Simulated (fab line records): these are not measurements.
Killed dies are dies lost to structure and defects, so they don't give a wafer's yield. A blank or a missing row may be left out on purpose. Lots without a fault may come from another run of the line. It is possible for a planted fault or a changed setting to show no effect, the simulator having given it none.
A lot that was struck, set against a sound lot ; flow sky130 ; 44 out of 708 route steps
Sound: these wafers, L976.1, L976.2, L976.6. Wafers L979.1, L979.2, L979.3 were the ones struck. The cause comes at the end.
Each step with rows lists, per side, the tool, then ch with its chambers, then its first start. Under that, the readings that differ: sound wafers ; struck wafers ; difference of the means ; sigmas: that difference in standard deviations of wafers without a fault.
alike: readings with means less than 2 such deviations apart, plus words and numbers identical on both sides. not compared: withheld readings, readings lacking a value on some wafer, bounds such as >300 that could conceal the same value, and numbers that have no deviation in the record and whose values overlap.
Wherever a step has rows on one side only, a row that says differs or no value, or a row with sigmas, the two part there. Numbers that have no deviation but don't overlap get no sigmas and don't part them. A reading missing from all wafers of one side parts the sides only when that side holds two or more wafers.

first, 4 steps without rows for these wafers: SKY_LDD_LDN_SOFTBAKE_03 (time 60 s); SKY_LDD_LDN_EXPOSE_04 (exposes mask LDNTM, target cd 700 nm); SKY_LDD_LDN_PEB_05; SKY_LDD_LDN_DEVELOP_06 (develop time 60 s).
SKY_LDD_LDN_OVL_MEAS_07:
  sound on overlay-01, day 25 10:26; struck on overlay-01, day 26 04:56
  alike: LDD_LDN_OVL
then, 4 steps without rows for these wafers: SKY_LDD_LDN_IMPLANT_08; SKY_LDD_LDN_IMPLANT_09; SKY_LDD_LDN_IMPLANT_10; SKY_LDD_LDN_IMPLANT_11.
SKY_LDD_LDN_STRIP_12: strips in O2/N2.
  sound on plasma asher-01 ch 0,1, day 25 11:04; struck on plasma asher-04 ch 0,1, day 26 05:34
  alike: drypump motor current A, o2 flow sccm, oes product au, strip time to endpoint s
  not compared: rf hours counter h
SKY_LDD_LDN_TW_MEAS_13:
  sound on film metro-01, day 25 11:10; struck on film metro-02, day 26 05:40
  alike: LDD_LDN_TW
then, 1 step without rows for these wafers: SKY_LDD_LDN_CLEAN_14 (cleans in SC1/SC2, time 150 s).
SKY_SPACER_CVD_00: deposits Si3N4 from DCS/NH3, target thk 43.1 nm, time 740 s.
  sound on lpcvd-02 ch 1, day 25 11:17; struck on lpcvd-02 ch 0, day 26 05:47
reading;sound;struck;difference;sigmas
spike tc centre C (C);767.4 770.7 771.0;766.6 767.0 764.4;-3.7;-3
spike tc lower C (C);771.6 770.8 768.9;765.4 766.3 764.3;-5.1;-4
spike tc top C (C);781.6 783.5 780.9;778.6 780.5 778.6;-2.8;-3
spike tc upper C (C);771.2 771.4 773.7;766.8 766.2 765.9;-5.8;-4
susceptor temp C (C);769.77 769.78 770.05;766.47 766.95 766.69;-3.16;-12
model.Si3N4_of_SPACER_CVD_00.thk nm (nm);43.08 42.8 43.29;40.18 39.85 39.98;-3.05;
SKY_SPACER_THK_MEAS_01:
  sound on film metro-02, day 25 12:29; struck on film metro-01, day 26 06:59
reading;sound;struck;difference;sigmas
SPACER_CVD_00_THK (nm);43.1 42.8 43.3;40.2 39.8 40.0;-3.1;-8
SKY_SPACER_ETCHBACK_02: etches Si3N4 in CH3F/O2, stops on SiO2, time 46.7 s, target depth 45 nm.
  sound on rie diel-02 ch 0,2, day 25 12:32; struck on rie diel-02 ch 1,2,3, day 26 07:03
reading;sound;struck;difference;sigmas
oes product au (a.u.);0.857 0.852 0.861;0.824 0.820 0.817;-0.036;-6
model.etch.depth nm (nm);43.08 42.8 43.29;40.18 39.85 39.98;-3.05;
  alike: drypump motor current A, throttle valve pct
  not compared: rf hours counter h
then, 8 steps without rows for these wafers: SKY_POLY_CUT_DEHYDRATE_00 (time 60 s); SKY_POLY_CUT_HMDS_01 (prime time 60 s); SKY_POLY_CUT_COAT_02 (resist thk 60 nm); SKY_POLY_CUT_COAT_03 (resist thk 450 nm); SKY_POLY_CUT_SOFTBAKE_04 (time 90 s); SKY_POLY_CUT_EXPOSE_05 (exposes mask NPCM, target cd 270 nm); SKY_POLY_CUT_PEB_06; SKY_POLY_CUT_DEVELOP_07 (develop time 60 s).
SKY_POLY_CUT_CD_MEAS_08 targets a cd of 270 nm.
  sound on cd sem-01, day 26 17:49; struck on cd sem-01, day 27 11:23
  alike: cd nm
SKY_POLY_CUT_OVL_MEAS_09:
  sound on overlay-01, day 26 17:56; struck on overlay-02, day 27 11:30
  alike: POLY_CUT_OVL
SKY_POLY_CUT_ETCH_10: etches BARC in N2/H2, stops on SiO2, time 45.9 s, target depth 60 nm.
  sound on rie diel-04 ch 1,2,3, day 26 17:59; struck on rie diel-04 ch 0,2,3, day 27 11:32
  alike: drypump motor current A, oes product au, throttle valve pct
  not compared: rf hours counter h
SKY_POLY_CUT_ETCH_11: etches Si3N4 in CF4/CH2F2/Ar, stops on poly-Si, time 42.5 s, target depth 60 nm.
  sound on rie diel-04 ch 1,2,3, day 26 18:01; struck on rie diel-04 ch 0,2,3, day 27 11:35
  alike: drypump motor current A, oes product au, throttle valve pct
  not compared: rf hours counter h
SKY_POLY_CUT_STRIP_12: strips in O2/N2.
  sound on plasma asher-02 ch 0,1, day 26 18:04; struck on plasma asher-03 ch 0,1, day 27 11:37
  alike: drypump motor current A, o2 flow sccm, oes product au, strip time to endpoint s
  not compared: rf hours counter h
then, 7 steps without rows for these wafers: SKY_SD_P_DEHYDRATE_00 (time 60 s); SKY_SD_P_HMDS_01 (prime time 60 s); SKY_SD_P_COAT_02 (resist thk 1140 nm); SKY_SD_P_SOFTBAKE_03 (time 60 s); SKY_SD_P_EXPOSE_04 (exposes mask PSDM, target cd 380 nm); SKY_SD_P_PEB_05; SKY_SD_P_DEVELOP_06 (develop time 60 s).
SKY_SD_P_CD_MEAS_07 targets a cd of 380 nm.
  sound on cd sem-01, day 27 22:52; struck on cd sem-02, day 28 16:13
  alike: cd nm
SKY_SD_P_OVL_MEAS_08:
  sound on overlay-02, day 27 22:59; struck on overlay-01, day 28 16:20
  alike: SD_P_OVL
after that, 1 step had no rows for these wafers: SKY_SD_P_IMPLANT_09.
SKY_SD_P_STRIP_10: strips in O2/N2.
  sound on plasma asher-03 ch 0,1, day 27 23:11; struck on plasma asher-03 ch 0,1, day 28 16:31
  alike: drypump motor current A, o2 flow sccm, oes product au, strip time to endpoint s
  not compared: rf hours counter h
SKY_SD_P_TW_MEAS_11:
  sound on film metro-01, day 27 23:17; struck on film metro-04, day 28 16:37
  alike: SD_P_TW
then, 2 steps without rows for these wafers: SKY_RES_XHIGH_DEHYDRATE_00 (time 60 s); SKY_RES_XHIGH_HMDS_01 (prime time 60 s).
-- the record jumps here: 2 days lie between the struck wafers' starts before and after (it left off in module RES_XHIGH and takes up again in module SALICIDE, whose first step shown is number 361 of the route) --
SKY_SALICIDE_CLEAN_00: cleans in HF-last, time 30 s.
  sound on wet bench-02 ch 2, day 30 08:38; struck on wet bench-02 ch 1, day 31 01:55
reading;sound;struck;difference;sigmas
model.Si3N4_of_SPACER_CVD_00.thk nm (nm);42.11 41.84 42.32;39.2 38.88 39;-3.1;
-- the record jumps here: 17 days lie between the struck wafers' starts before and after (it left off in module SALICIDE and takes up again in module PAD_OPEN, whose first step shown is number 708 of the route) --
SKY_PAD_OPEN_PROBE_99:
  sound on prober-01, day 47 13:24; struck on prober-02, day 48 02:06
reading;sound;struck;difference;sigmas
model.etest.sonos uncharged.r on ohm um;804.9 801.1 819.7;769.3 785.6 787.5;-27.8;
  alike: killed_at_M0_to_M3, killed_at_M4_up, killed at contacts, killed at front end, killed at other, killed dies, killed open, killed short

== WHERE THEY PART ==
First at SKY_SPACER_CVD_00; last, within this record, at SKY_SPACER_ETCHBACK_02. Later steps at which nothing parts them and some readings are alike: SKY_POLY_CUT_CD_MEAS_08, SKY_POLY_CUT_OVL_MEAS_09, SKY_POLY_CUT_ETCH_10, SKY_POLY_CUT_ETCH_11, SKY_POLY_CUT_STRIP_12, SKY_SD_P_CD_MEAS_07, SKY_SD_P_OVL_MEAS_08, SKY_SD_P_STRIP_10, SKY_SD_P_TW_MEAS_11, SKY_PAD_OPEN_PROBE_99.

WHY: what the simulator had put in
lpcvd-02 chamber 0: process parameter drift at SKY_SPACER_CVD_00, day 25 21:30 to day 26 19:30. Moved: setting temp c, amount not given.
